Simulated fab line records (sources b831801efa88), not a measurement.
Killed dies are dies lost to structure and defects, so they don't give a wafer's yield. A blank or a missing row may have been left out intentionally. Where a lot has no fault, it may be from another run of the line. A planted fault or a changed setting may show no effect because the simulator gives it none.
Which tool was responsible?	flow sky130	33 wafers from 11 lots sampled at 2 of the route's 708 steps

== WHAT THE GAUGES READ, wafer by wafer ==
SKY_METAL3_OVL_MEAS_14. Usual: METAL3_OVL typically reads 1 nm, with standard deviation 5.7.
lot	measured	on	METAL3_OVL (nm)	flag
L430	day 38 19:53	overlay-02	2 12 2	
L431	day 38 22:31	overlay-02	2 3 -2	
L434	day 39 18:17	overlay-02	4 2 3	
L435	day 40 01:28	overlay-02	6 -3 4	
L436	day 40 05:32	overlay-02	-1 9 -8	
L438	day 40 23:02	overlay-02	6 1 6	
L448	day 43 12:54	overlay-02	4 11 7	
L450	day 44 00:59	overlay-02	1 -1 -1	
L451	day 44 13:30	overlay-02	-9 -7 -11	
L452	day 44 21:38	overlay-02	8 -1 7	
L453	day 44 22:08	overlay-02	-5 -7 -8	

SKY_VIA3_BOW_MEAS_03. Usual: VIA3_BOW typically reads 79 um, with standard deviation 7.9.
lot	measured	on	VIA3_BOW (um)	flag
L430	day 38 21:29	film-metro-04	74 70 73	
L431	day 39 00:20	film-metro-04	85 70 70	
L434	day 39 19:48	film-metro-03	74 77 86	
L435	day 40 03:02	film-metro-03	72 76 81	
L436	day 40 07:02	film-metro-03	95 86 90	
L438	day 41 00:34	film-metro-04	82 81 83	
L448	day 43 14:53	film-metro-01	79 75 89	
L450	day 44 02:47	film-metro-03	84 78 92	
L451	day 44 15:04	film-metro-01	57 65 72	
L452	day 44 23:08	film-metro-04	81 81 81	
L453	day 44 23:49	film-metro-04	78 77 85	

== WHICH TOOL RAN EACH LOT (tool, then ch and the chambers of the sampled wafers, then the start) ==
No process step before these readings appears in the record.

== AS READ BY THE TOOLS THEMSELVES (means over the sampled wafers that have a number; for cases with no such wafer, the mark the record gives instead) ==
The record holds no such reading with a usual standard deviation.

== THE ANSWER, worked out from the rows above alone ==
Rule: lot off if the mean of its wafers having a number is beyond 3 standard deviations from the usual mean. A lot without any number at a reading at which 4 lots or more have one is off too. Where the step has rows for the other lots, those lots are counted as sound. Order of review: gauges by route order, followed by the tools' own readings, for which a lot's mean as printed above is used. At the first step where some lot is off, the reading lying furthest off is the one used; lots without a number count as furthest.
No lot is off on any of the readings shown, so nothing can be concluded from this.

== WHAT WAS PUT IN BY THE SIMULATOR ==
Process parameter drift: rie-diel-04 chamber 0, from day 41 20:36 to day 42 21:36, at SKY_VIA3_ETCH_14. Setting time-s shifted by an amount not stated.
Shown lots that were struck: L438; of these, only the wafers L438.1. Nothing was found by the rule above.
